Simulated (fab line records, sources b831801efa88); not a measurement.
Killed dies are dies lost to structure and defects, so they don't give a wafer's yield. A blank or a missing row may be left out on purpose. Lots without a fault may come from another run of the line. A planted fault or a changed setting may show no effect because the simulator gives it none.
A struck lot beside a sound one | flow sfq_line | 16 steps out of a route of 325
Sound: wafers L130.2, L130.5, L130.6. Struck: wafers L125.1, L125.2, L125.6. The cause comes at the end.
At each step with rows: each side's tool, then ch and its chambers, then its first start. Under that, the readings that differ: sound wafers | struck wafers | difference of the means | sigmas: that difference in standard deviations of wafers without a fault.
alike: readings whose means differ by less than 2 such deviations, and words and numbers that are the same on both sides. not compared: withheld readings, readings that some wafer has no value for, bounds like >300 that may hide the same value, and numbers for which the record gives no deviation and whose values overlap.
The two part at a step that has a row with sigmas, a row that says differs or no value, or rows on one side only. Numbers that don't overlap but have no deviation are shown without sigmas and don't part them. A reading that every wafer of one side lacks parts them only if that side has two wafers or more.

SFQ_TRILAYER_I4_VIA_STRIP_STRIP_107: strips in O2.
  sound on rie_metal-01 ch 0,1, day 52 19:41; struck on rie_metal-02 ch 0,1, day 46 18:11
  alike: drypump_motor_current_A, he_backside_leak_sccm, oes_product_au
  not compared: rf_hours_counter_h
then, 2 steps without rows for these wafers: SFQ_TRILAYER_I4_VIA_STRIP_SOLV_CLEAN_108 (cleans in NMP, time 600 s); SFQ_TRILAYER_JJ_TRILAYER_DEP_PRE_CLEAN_113 (time 22.5 s).
SFQ_TRILAYER_JJ_TRILAYER_DEP_SPUTTER_109: material Nb, target thk 150 nm, time 100 s.
  sound on pvd_sputter-05, day 52 20:29; struck on pvd_sputter-05, day 46 18:59
  alike: throttle_valve_pct
SFQ_TRILAYER_JJ_TRILAYER_DEP_SPUTTER_110: material Al, target thk 8 nm, time 10 s.
  sound on pvd_sputter-05, day 52 20:34; struck on pvd_sputter-05, day 46 19:04
  alike: throttle_valve_pct
then, 1 step without rows for these wafers: SFQ_TRILAYER_JJ_TRILAYER_DEP_AL_OXIDATION_111 (oxidation time 600 s).
SFQ_TRILAYER_JJ_TRILAYER_DEP_SPUTTER_112: material Nb, target thk 170 nm, time 113.3 s.
  sound on pvd_sputter-05, day 52 21:35; struck on pvd_sputter-05, day 46 20:05
  alike: throttle_valve_pct
SFQ_JJ_RS_MEAS_929: measures by four-point-probe.
  sound on film_metro-04, day 52 21:41; struck on film_metro-03, day 46 20:10
  alike: JJ_NB_RS
then, 3 steps without rows for these wafers: SFQ_TRILAYER_JJ_CE_LITHO_COAT_119 (resist thk 62 nm); SFQ_TRILAYER_JJ_CE_LITHO_COAT_114 (resist thk 600 nm); SFQ_TRILAYER_JJ_CE_LITHO_SOFTBAKE_118.
SFQ_TRILAYER_JJ_CE_LITHO_EXPOSE_115: exposes mask J5, target cd 700 nm.
  sound on krf_scanner-02 ch 0, day 53 07:43; struck on krf_scanner-01 ch 0, day 47 03:23
  reading                    | sound                | struck            | difference | sigmas
  model.JJ.overlay_x_nm (nm) | -5.168 -5.168 -5.168 | 190.8 190.8 190.8 | +196.0     |
  alike: mask, reticle_temp_C
then, 2 steps without rows for these wafers: SFQ_TRILAYER_JJ_CE_LITHO_PEB_117 (peb time 60 s); SFQ_TRILAYER_JJ_CE_LITHO_DEVELOP_116 (time 60 s).
SFQ_JJ_OVL_MEAS_931:
  sound on overlay-02, day 53 09:01; struck on overlay-01, day 47 04:53
  reading     | sound    | struck      | difference | sigmas
  J5_OVL (nm) | -4 -4 -2 | 191 193 196 | +197       | +47
SFQ_TRILAYER_JJ_CE_METRO_MEASURE_117:
  sound on cd_sem-02, day 53 09:14; struck on cd_sem-01, day 47 04:56
  alike: cd_nm

WHERE THEY PART
Only at SFQ_JJ_OVL_MEAS_931, within this record. Later steps at which nothing parts them and some readings are alike: SFQ_TRILAYER_JJ_CE_METRO_MEASURE_117.

WHY: what the simulator had put in
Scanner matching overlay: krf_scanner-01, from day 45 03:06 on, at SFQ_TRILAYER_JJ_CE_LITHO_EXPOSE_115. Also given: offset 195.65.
